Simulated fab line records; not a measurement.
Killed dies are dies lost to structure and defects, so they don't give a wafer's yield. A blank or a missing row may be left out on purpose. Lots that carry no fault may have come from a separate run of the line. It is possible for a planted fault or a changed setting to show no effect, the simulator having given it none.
What tool caused it? / flow sky130 / at 1 step of a route of 708, 6 lots with 18 wafers sampled

== WHAT EACH GAUGE READ, for each wafer ==
SKY_VT_ADJUST_HVTP_OVL_MEAS_08.
lot=L738; measured=day 6 21:56; on=overlay-01; VT_ADJUST_HVTP_OVL (nm)=-2.1 -1.6 -3.9
lot=L740; measured=day 7 06:25; on=overlay-02; VT_ADJUST_HVTP_OVL (nm)=-2.7 -1.6 -2.4
lot=L746; measured=day 8 19:28; on=overlay-01; VT_ADJUST_HVTP_OVL (nm)=-0.4 0.1 -2.4
lot=L752; measured=day 10 10:14; on=overlay-02; VT_ADJUST_HVTP_OVL (nm)=-1.5 -0.5 -2.2
lot=L757; measured=day 11 21:05; on=overlay-01; VT_ADJUST_HVTP_OVL (nm)=-1.8 -0.4 -0.5
lot=L759; measured=day 12 08:50; on=overlay-02; VT_ADJUST_HVTP_OVL (nm)=-1.5 -2.2 -1.2

== WHAT TOOL EACH LOT RAN ON (gives the tool, then ch and the chambers of the sampled wafers, and finally the start) ==
Record: no process step prior to these readings.

== THE ANSWER, worked out from the rows above alone ==
Rule: what is usual is taken from the lots themselves. The widest of any qualifying gaps counts: lots, ordered by their means at a reading, are off when they make up no more than a third of the lots, leave a main group of 4 or more, and stand apart from it by 3 or more times the standard deviation of that group's means. The tables above print the reading to a certain number of digits; a main group whose means all agree to those digits is not used. A lot without any number at a reading at which 4 lots or more have one is off too. The other lots that the step has rows for count as sound.
No lot is off at any reading shown: from this, nothing can be told.

== WHAT HAD BEEN PUT IN BY THE SIMULATOR ==
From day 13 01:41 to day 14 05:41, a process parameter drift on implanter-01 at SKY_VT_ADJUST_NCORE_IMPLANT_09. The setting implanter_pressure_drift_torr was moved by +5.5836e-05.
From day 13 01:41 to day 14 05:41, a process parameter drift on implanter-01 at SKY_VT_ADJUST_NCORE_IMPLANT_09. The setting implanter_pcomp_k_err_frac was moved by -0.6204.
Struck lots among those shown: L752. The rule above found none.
